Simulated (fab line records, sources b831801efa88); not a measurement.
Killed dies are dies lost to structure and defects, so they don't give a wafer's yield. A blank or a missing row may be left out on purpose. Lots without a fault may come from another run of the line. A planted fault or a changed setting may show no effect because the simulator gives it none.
Which tool did it? | flow sky130 | 10 lots, 30 wafers sampled, at 2 steps of a route of 708

WHAT THE GAUGES READ, wafer by wafer
SKY_LI_CONTACT_RS_MEAS_22: measures by four-point-probe.
lot  | measured     | on            | LI_CONTACT_W_RS (ohm/sq)
L141 | day 29 17:46 | film_metro-03 | 0.285 0.293 0.289
L145 | day 31 00:05 | film_metro-04 | 0.291 0.290 0.292
L143 | day 31 02:31 | film_metro-04 | 0.292 0.292 0.293
L144 | day 31 03:16 | film_metro-01 | 0.285 0.288 0.284
L150 | day 32 15:14 | film_metro-01 | 0.284 0.255 0.287
L152 | day 33 11:04 | film_metro-04 | 0.258 0.286 0.286
L160 | day 35 21:17 | film_metro-01 | 0.287 0.284 0.283
L161 | day 36 08:08 | film_metro-03 | 0.281 0.289 0.279
L162 | day 36 11:58 | film_metro-01 | 0.282 0.284 0.280
L163 | day 36 22:23 | film_metro-01 | 0.289 0.287 0.290

WHICH TOOL RAN EACH LOT (tool, then ch and the chambers of the sampled wafers, then the start)
lot  | SKY_LI_CONTACT_CVD_21
L141 | cvd_w-02 ch 0,1, day 29 17:38
L145 | cvd_w-02 ch 0,1, day 30 23:58
L143 | cvd_w-02 ch 0,1, day 31 02:23
L144 | cvd_w-01 ch 0,1, day 31 03:08
L150 | cvd_w-02 ch 0,1, day 32 15:07
L152 | cvd_w-02 ch 0,1, day 33 10:56
L160 | cvd_w-01 ch 0,1, day 35 21:10
L161 | cvd_w-01 ch 0,1, day 36 07:59
L162 | cvd_w-01 ch 0, day 36 11:51
L163 | cvd_w-02 ch 0,1, day 36 22:15
- SKY_LI_CONTACT_CVD_21: deposits W, target thk 400 nm, time 120.56 s.

THE ANSWER, worked out from the rows above alone
Rule: what is usual is taken from the lots themselves. Put in order of their means at a reading, lots are off if they are a third of the lots or fewer, leave a main group of 4 or more, and stand apart from it by a gap of 3 or more times the standard deviation of the main group's means; of several such gaps the widest counts. A main group whose means are all the same, to the digits that the tables above print for the reading, isn't used. A lot without any number at a reading at which 4 lots or more have one is off too. The other lots that the step has rows for count as sound.
No lot is off at any reading shown: from this, nothing can be told.

WHAT THE SIMULATOR HAD PUT IN
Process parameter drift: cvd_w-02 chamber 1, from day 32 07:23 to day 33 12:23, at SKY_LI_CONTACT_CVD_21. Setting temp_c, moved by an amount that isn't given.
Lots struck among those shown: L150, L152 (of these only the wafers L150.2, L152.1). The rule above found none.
